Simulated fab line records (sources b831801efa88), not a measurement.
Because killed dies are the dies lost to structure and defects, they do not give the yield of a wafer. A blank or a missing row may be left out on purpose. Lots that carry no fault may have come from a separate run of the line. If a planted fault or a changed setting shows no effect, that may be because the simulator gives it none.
Which tool did it? | flow sky130 | 14 lots, 42 wafers sampled, at 3 steps of a route of 708

WHAT THE GAUGES SHOWED, per wafer
SKY_PASSIVATION_THK_MEAS_01.
lot  | measured     | on           | PASSIVATION_CVD_00_THK (nm)
L101 | day 44 07:56 | filmMetro-02 | 89.3 90.1 91.4
L102 | day 44 14:39 | filmMetro-02 | 92.3 89.8 92.1
L104 | day 45 05:25 | filmMetro-02 | 88.9 89.7 89.9
L105 | day 45 16:01 | filmMetro-04 | 90.7 91.5 91.7
L106 | day 46 08:53 | filmMetro-04 | 87.6 90.7 90.8
L107 | day 46 21:48 | filmMetro-03 | 90.4 89.2 89.9
L108 | day 46 23:13 | filmMetro-04 | 90.9 89.6 91.1
L109 | day 47 06:31 | filmMetro-02 | 89.4 92.1 91.9
L113 | day 47 20:23 | filmMetro-04 | 87.6 89.3 90.3
L117 | day 48 23:43 | filmMetro-04 | 90.2 89.7 90.0
L118 | day 49 04:14 | filmMetro-03 | 90.7 89.7 90.6
L119 | day 49 04:50 | filmMetro-03 | 90.8 89.1 90.4
L120 | day 49 04:52 | filmMetro-04 | 89.8 90.2 91.7
L121 | day 49 09:37 | filmMetro-03 | 89.0 88.0 89.8

WHAT TOOL EACH LOT RAN ON (gives the tool, then ch and the chambers of the sampled wafers, and finally the start)
lot  | SKY_VIA4_ETCH_12                  | SKY_METAL5_SPUTTER_00
L101 | rieDiel-04 ch 0,2,3, day 43 07:11 | pvdSputter-04, day 43 08:33
L102 | rieDiel-01 ch 2,3, day 43 14:16   | pvdSputter-03, day 43 15:46
L104 | rieDiel-03 ch 0,1,3, day 44 06:05 | pvdSputter-01, day 44 07:56
L105 | rieDiel-04 ch 1,2,3, day 44 16:50 | pvdSputter-01, day 44 18:23
L106 | rieDiel-04 ch 0,1,3, day 45 10:35 | pvdSputter-01, day 45 11:58
L107 | rieDiel-04 ch 0,1,3, day 45 23:07 | pvdSputter-03, day 46 00:26
L108 | rieDiel-04 ch 0,3, day 46 01:19   | pvdSputter-01, day 46 02:40
L109 | rieDiel-04 ch 0,1,3, day 46 07:16 | pvdSputter-03, day 46 09:08
L113 | rieDiel-01 ch 0,1,3, day 46 22:17 | pvdSputter-03, day 47 00:03
L117 | rieDiel-01 ch 0,1,2, day 48 01:47 | pvdSputter-01, day 48 03:14
L118 | rieDiel-04 ch 0,2,3, day 48 06:47 | pvdSputter-01, day 48 08:09
L119 | rieDiel-03 ch 0,1, day 48 07:05   | pvdSputter-04, day 48 08:27
L120 | rieDiel-01 ch 1,3, day 48 07:23   | pvdSputter-01, day 48 08:49
L121 | rieDiel-01 ch 1,2,3, day 48 12:14 | pvdSputter-03, day 48 14:10
- SKY_VIA4_ETCH_12: etches SiO2 in C4F8/O2/Ar, stops on TiN, target depth 580 nm.
- SKY_METAL5_SPUTTER_00: material Ti, target thk 15 nm, time 10 s.

WHAT THE TOOLS THEMSELVES READ (means of the sampled wafers that have a number; where no wafer has one, the mark that the record gives instead)
SKY_VIA4_ETCH_12.
lot  | tool       | oesProductAu (a.u.)
L101 | rieDiel-04 | 0.927
L102 | rieDiel-01 | 0.932
L104 | rieDiel-03 | 0.926
L105 | rieDiel-04 | 0.927
L106 | rieDiel-04 | 0.926
L107 | rieDiel-04 | 0.924
L108 | rieDiel-04 | 0.922
L109 | rieDiel-04 | 0.930
L113 | rieDiel-01 | 0.923
L117 | rieDiel-01 | 0.927
L118 | rieDiel-04 | 0.926
L119 | rieDiel-03 | 0.920
L120 | rieDiel-01 | 0.926
L121 | rieDiel-01 | 0.927

SKY_METAL5_SPUTTER_00.
lot  | tool          | throttleValvePct (%)
L101 | pvdSputter-04 | 30.3
L102 | pvdSputter-03 | 29.5
L104 | pvdSputter-01 | 29.7
L105 | pvdSputter-01 | 29.3
L106 | pvdSputter-01 | 29.8
L107 | pvdSputter-03 | 29.2
L108 | pvdSputter-01 | 29.8
L109 | pvdSputter-03 | 29.7
L113 | pvdSputter-03 | 29.6
L117 | pvdSputter-01 | 30.0
L118 | pvdSputter-01 | 29.7
L119 | pvdSputter-04 | 29.9
L120 | pvdSputter-01 | 29.6
L121 | pvdSputter-03 | 30.2

THE ANSWER, worked out from the rows above alone
Rule: the lots themselves supply what counts as usual. The widest of any qualifying gaps counts: lots, ordered by their means at a reading, are off when they make up no more than a third of the lots, leave a main group of 4 or more, and stand apart from it by 3 or more times the standard deviation of that group's means. If all means in a main group match to the digits the tables above print for the reading, that group is not used. A lot without any number at a reading at which 4 lots or more have one is off too. Any other lot the step has rows for is counted as sound. Order of review: gauges by route order, followed by the tools' own readings, for which a lot's mean as printed above is used. The first step at which some lot is off is used, and at that step the reading that is off furthest; a lot without a number counts as furthest.
No lot is off on any of the readings shown, so nothing can be concluded from this.

WHAT THE SIMULATOR HAD PUT IN
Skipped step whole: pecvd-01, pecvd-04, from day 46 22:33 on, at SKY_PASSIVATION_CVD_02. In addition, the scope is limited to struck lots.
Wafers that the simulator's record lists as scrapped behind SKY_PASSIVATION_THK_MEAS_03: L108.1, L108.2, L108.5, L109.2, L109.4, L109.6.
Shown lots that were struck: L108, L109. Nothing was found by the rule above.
